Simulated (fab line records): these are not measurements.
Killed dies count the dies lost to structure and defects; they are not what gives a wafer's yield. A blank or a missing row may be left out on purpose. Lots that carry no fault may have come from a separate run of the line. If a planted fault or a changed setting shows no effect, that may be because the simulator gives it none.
2 desks looking at one fault    flow sky130    numbers are kept per desk, each desk with only its own; the story behind them comes last

## AT THE TOOL OWNER'S DESK: cmp-02
The tool's own readings at SKY_VIA4_CMP_21 (polishes, stops on SiO2, t overpolish 25 s, target thk 0 nm): means of the sampled wafers that have a number, for each lot that ran on this tool. The brackets show how far a lot's mean lies from the usual mean; more than 4 standard deviations puts the lot out of limits, marked OUT.
Columns: A = motor-current-A at SKY_VIA4_CMP_21, usual 11.3 A; B = overpolish-run-s at SKY_VIA4_CMP_21, usual 25.000 s; C = platen-rpm at SKY_VIA4_CMP_21, usual 60.00 rpm; D = retaining-ring-pressure-frac at SKY_VIA4_CMP_21, usual 1.000; E = time-to-endpoint-s at SKY_VIA4_CMP_21, usual 118 s
lot   first seen here  A     B                         C      D      E
L432  day 44 02:53     10.2  24.997                    59.98  0.998  114
L435  day 44 19:18     10.6  25.001                    59.96  0.999  122
L445  day 47 03:07     11.1  12.513 (-99 or more) OUT  60.00  1.000  155 (+8.6) OUT
This desk finds L445 out of limits, L445 being first, at day 47 03:07 (overpolish-run-s at SKY_VIA4_CMP_21). In limits: L432, L435.

## AT THE METROLOGY DESK
Lot by lot, what the gauges showed, no matter which tool ran the lot: averages of those sampled wafers that carry a number. The brackets show how far a lot's mean lies from the usual mean; more than 4 standard deviations puts the lot out of limits, marked OUT.
Columns: A = CAP2M_OVL at SKY_CAP2M_OVL_MEAS_12, usual -0.5 nm
lot   first seen here  A
L429  day 40 09:15     -2.1
L430  day 41 05:32     -1.2
L431  day 41 05:50     -1.4
L432  day 42 01:36     -1.7
L433  day 42 05:37     -0.9
L435  day 42 19:51     -2.0
L436  day 42 21:52     0.5
L445  day 45 05:06     -1.1
L451  day 46 18:37     -0.1
L452  day 46 21:30     0.3
This desk's verdict: no lot among the 10 shows anything out of limits.

## ALL TOGETHER
At day 47 03:07, on L445, the tool owner's desk was in a position to raise an alarm.
From the metrology desk's view, nothing was out of limits.
The metrology desk holds a record of L445, inside its limits.
The lots listed all ran SKY_VIA4_CMP_21 on cmp-02.

## WHAT THE SIMULATOR HAD INSERTED
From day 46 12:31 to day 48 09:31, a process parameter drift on cmp-02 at SKY_VIA4_CMP_21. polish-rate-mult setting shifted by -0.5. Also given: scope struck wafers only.
Struck lots among those shown: L445.
Each desk's first reading out of limits, in hours after the fault started: the tool owner's desk, 15.
